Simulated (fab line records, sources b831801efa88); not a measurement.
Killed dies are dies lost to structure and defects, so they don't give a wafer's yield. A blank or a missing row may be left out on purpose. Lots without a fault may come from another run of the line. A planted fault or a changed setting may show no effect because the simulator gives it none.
Chamber matching | flow gf180mcu | GF_PASSIVATION_ETCH_11 on rie_diel-03: 4 sister chambers
The step etches the open film in CF4/O2, stops on TiN, target depth 2040 nm, time 453.3 s. 4 wafers are shown with their chamber, then 12 later ones without.

WAFERS WITH THEIR CHAMBER
wafer  | chamber | drypump_motor_current_A (A)
L085.5 | 1       | 5.7
L087.1 | 0       | 5.4
L087.2 | 3       | 6.4
L087.3 | 2       | 5.8

WAFERS WITHOUT THEIR CHAMBER
wafer  | drypump_motor_current_A (A)
L089.2 | 5.8
L089.5 | 5.6
L089.6 | 5.4
L091.1 | 5.4
L091.2 | 5.6
L091.3 | 6.4
L091.4 | 5.8
L091.5 | 5.4
L091.6 | 6.4
L094.2 | 6.4
L094.4 | 5.6
L094.5 | 6.4

WHICH CHAMBER EACH WENT THROUGH
wafer  | from the rows above          | in truth
L089.2 | can't be placed: 2 or 1      | 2
L089.5 | can't be placed: 1 or 0 or 2 | 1
L089.6 | 0                            | 0
L091.1 | 0                            | 0
L091.2 | can't be placed: 1 or 0 or 2 | 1
L091.3 | 3                            | 3
L091.4 | can't be placed: 2 or 1      | 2
L091.5 | 0                            | 0
L091.6 | 3                            | 3
L094.2 | 3                            | 3
L094.4 | can't be placed: 1 or 0 or 2 | 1
L094.5 | 3                            | 3
Placed correctly: 7 of 12. Can't be placed from these rows: 5 (the true chamber is among the candidates in 5). Placed wrongly: 0.
How it was worked out, from the rows above alone: a wafer's distance from a chamber is the root of the sum, over the readings, of the square of ((its reading less the chamber's mean) divided by the reading's scatter). The wafer belongs to the nearest chamber; if the next one is less than 2 further off, it can't be placed. A chamber's mean is the mean of its shown wafers. The scatter: with one shown wafer a chamber, the root of the mean of the squares of how far each hidden wafer lies from its nearest shown one.
